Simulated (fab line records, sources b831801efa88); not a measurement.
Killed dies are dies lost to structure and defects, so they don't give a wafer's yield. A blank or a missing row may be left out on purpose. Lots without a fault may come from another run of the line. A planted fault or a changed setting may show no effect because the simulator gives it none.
Chamber matching | flow sky130 | SKY_SPACER_ETCHBACK_02 on rie_diel-04: 4 sister chambers
The step etches Si3N4 in CH3F/O2, stops on SiO2, time 46.7 s, target depth 45 nm. 20 wafers are shown with their chamber, then 10 later ones without.

WAFERS WITH THEIR CHAMBER
wafer  | chamber | oes_product_au (a.u.) | throttle_valve_pct (%)
L290.2 | 1       | 0.864                 | 10.547
L290.3 | 2       | 0.858                 | 10.573
L290.6 | 3       | 0.867                 | 10.553
L291.1 | 1       | 0.849                 | 10.555
L291.5 | 3       | 0.851                 | 10.556
L291.6 | 1       | 0.852                 | 10.562
L292.1 | 3       | 0.857                 | 10.577
L292.4 | 1       | 0.846                 | 10.563
L292.5 | 2       | 0.859                 | 10.561
L303.3 | 0       | 0.846                 | 10.572
L303.5 | 0       | 0.848                 | 10.564
L303.6 | 2       | 0.841                 | 10.562
L305.1 | 1       | 0.854                 | 10.573
L305.5 | 1       | 0.860                 | 10.557
L305.6 | 2       | 0.858                 | 10.572
L306.2 | 2       | 0.862                 | 10.571
L306.3 | 3       | 0.866                 | 10.561
L306.4 | 0       | 0.852                 | 10.573
L308.1 | 3       | 0.854                 | 10.573
L308.3 | 1       | 0.854                 | 10.547

SIGNATURES (means of the wafers above)
reading            | chamber 0 | chamber 1 | chamber 2 | chamber 3 | scatter within a chamber
oes_product_au     | 0.84867   | 0.85414   | 0.85560   | 0.85900   | 0.00676
throttle_valve_pct | 10.56967  | 10.55771  | 10.56780  | 10.56400  | 0.00846
Rule: a wafer's distance from a chamber is the root of the sum, over the readings, of the square of ((its reading less the chamber's mean) divided by the reading's scatter). The wafer belongs to the nearest chamber; if the next one is less than 2 further off, it can't be placed. The scatter: the root of (the sum of the squares of (reading less its chamber's mean) over the shown wafers, divided by (wafers less chambers)).

WAFERS WITHOUT THEIR CHAMBER
wafer  | oes_product_au (a.u.) | throttle_valve_pct (%)
L308.6 | 0.856                 | 10.554
L309.1 | 0.846                 | 10.576
L309.2 | 0.852                 | 10.561
L309.3 | 0.851                 | 10.559
L311.3 | 0.856                 | 10.563
L311.5 | 0.853                 | 10.555
L311.6 | 0.856                 | 10.548
L312.2 | 0.858                 | 10.570
L312.4 | 0.857                 | 10.561
L312.5 | 0.856                 | 10.557

WHICH CHAMBER EACH WENT THROUGH
wafer  | from the rows above               | in truth
L308.6 | can't be placed: 1 or 3 or 2 or 0 | 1
L309.1 | can't be placed: 0 or 2 or 3 or 1 | 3
L309.2 | can't be placed: 1 or 2 or 3 or 0 | 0
L309.3 | can't be placed: 1 or 2 or 0 or 3 | 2
L311.3 | can't be placed: 3 or 2 or 1 or 0 | 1
L311.5 | can't be placed: 1 or 3 or 2 or 0 | 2
L311.6 | can't be placed: 1 or 3 or 2 or 0 | 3
L312.2 | can't be placed: 2 or 3 or 0 or 1 | 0
L312.4 | can't be placed: 3 or 1 or 2 or 0 | 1
L312.5 | can't be placed: 1 or 3 or 2 or 0 | 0
Placed correctly: 0 of 10. Can't be placed from these rows: 10 (the true chamber is among the candidates in 10). Placed wrongly: 0.
